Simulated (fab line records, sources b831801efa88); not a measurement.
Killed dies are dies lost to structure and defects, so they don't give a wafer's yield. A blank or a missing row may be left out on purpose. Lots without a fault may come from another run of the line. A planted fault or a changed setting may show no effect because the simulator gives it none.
One fault seen from 2 desks | flow sfq_line | each desk has only its own numbers; what lay behind them comes last

THE TOOL OWNER'S DESK: litho_track-01
The tool's own readings at SFQ_TRILAYER_C5_LITHO_COAT_151 (resist thk 650 nm): means of the sampled wafers that have a number, for each lot that ran on this tool. A lot is out of limits, marked OUT, if its mean lies more than 4 standard deviations from the usual mean; the brackets give that distance.
Columns: A = spin_speed_rpm at SFQ_TRILAYER_C5_LITHO_COAT_151, usual 3000.0 rpm
lot  | first seen here | A
L149 | day 69 22:39    | 2741.0 (-99 or more) OUT
L152 | day 70 02:12    | 2740.8 (-99 or more) OUT
L159 | day 79 22:45    | 2999.0
This desk's finding: out of limits on L149, L152; first on L149, day 69 22:39 (spin_speed_rpm at SFQ_TRILAYER_C5_LITHO_COAT_151). In limits: L159.

THE METROLOGY DESK
What the gauges read, lot by lot, whatever tool the lot ran on: means of the sampled wafers that have a number. A lot is out of limits, marked OUT, if its mean lies more than 4 standard deviations from the usual mean; the brackets give that distance.
Columns: A = I5_OVL at SFQ_I5_OVL_MEAS_936, usual -2 nm; B = C5_OVL at SFQ_C5_OVL_MEAS_937, usual 0 nm
lot  | first seen here | A  | B
L142 | day 67 19:26    | -7 | 3
L149 | day 69 21:18    | -4 | 4
L152 | day 70 00:54    | 1  | -9
L159 | day 79 21:27    | -5 | -2
L160 | day 79 22:40    | -3 | 1
L162 | day 81 01:04    | 3  | -8
This desk's finding: nothing out of limits on any of the 6 lots.

PUT TOGETHER
The tool owner's desk could have raised an alarm at day 69 22:39, on L149, L152.
The metrology desk saw nothing out of limits.
The metrology desk has L149, L152 on record, within its limits.
Of the lots named, all ran SFQ_TRILAYER_C5_LITHO_COAT_151 on litho_track-01.

WHAT THE SIMULATOR HAD PUT IN
Process parameter drift: litho_track-01, from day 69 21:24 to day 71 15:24, at SFQ_TRILAYER_C5_LITHO_COAT_151. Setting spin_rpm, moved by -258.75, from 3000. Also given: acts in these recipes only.
Lots struck among those shown: L149, L152.
Hours from the fault's start to each desk's first reading out of limits: the tool owner's desk, 1.
